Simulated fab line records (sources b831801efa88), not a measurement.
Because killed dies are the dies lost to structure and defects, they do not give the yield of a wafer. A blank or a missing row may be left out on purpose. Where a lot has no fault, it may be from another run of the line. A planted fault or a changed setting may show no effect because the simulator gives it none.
Matching of chambers    flow sky130    SKY_FIELD_ISO_ETCH_14 on rieDiel-03 has 4 sister chambers
The step etches BARC in N2/H2, stops on SiO2, time 45.9 s, target depth 60 nm. 8 wafers are shown with their chamber, then 8 later ones without.

## WAFERS PAIRED WITH THEIR CHAMBERS
wafer   chamber  oesProductAu (a.u.)  throttleValvePct (%)
L080.5  3        0.863                13.227
L083.2  2        0.856                13.233
L086.4  2        0.856                13.216
L086.6  3        0.858                13.222
L088.3  1        0.845                13.221
L088.5  0        0.858                13.227
L088.6  1        0.847                13.222
L090.2  0        0.853                13.225

## WAFERS WITHOUT THEIR CHAMBER
wafer   oesProductAu (a.u.)  throttleValvePct (%)
L090.4  0.857                13.227
L090.5  0.853                13.215
L094.1  0.856                13.222
L094.2  0.847                13.230
L094.3  0.855                13.225
L095.1  0.860                13.217
L095.4  0.853                13.245
L095.6  0.858                13.222

## WHICH CHAMBER EACH WENT THROUGH
wafer   from the rows above                in truth
L090.4  can't be placed: 2 or 0 or 3       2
L090.5  can't be placed: 2 or 0 or 1 or 3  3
L094.1  can't be placed: 2 or 0 or 3       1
L094.2  can't be placed: 1 or 0            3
L094.3  can't be placed: 0 or 2 or 3       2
L095.1  can't be placed: 3 or 2 or 0       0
L095.4  can't be placed: 0 or 2 or 3 or 1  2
L095.6  can't be placed: 2 or 3 or 0       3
0 of 8 placed correctly. Cannot be placed on the basis of these rows: 8; the candidates contain the true chamber in 6. Placed wrongly: 0.
How it was worked out, from the rows above alone: a wafer's distance from a chamber is the root of the sum, over the readings, of the square of ((its reading less the chamber's mean) divided by the reading's scatter). If the next closest chamber is less than 2 further off than the closest, the wafer can't be placed; otherwise it belongs to the closest. For every chamber, the mean is computed from those of its wafers that are shown. How the scatter is found: for the shown wafers, subtract from each reading the mean of its chamber, square and add these, divide the total by (wafers less chambers), then take the root.
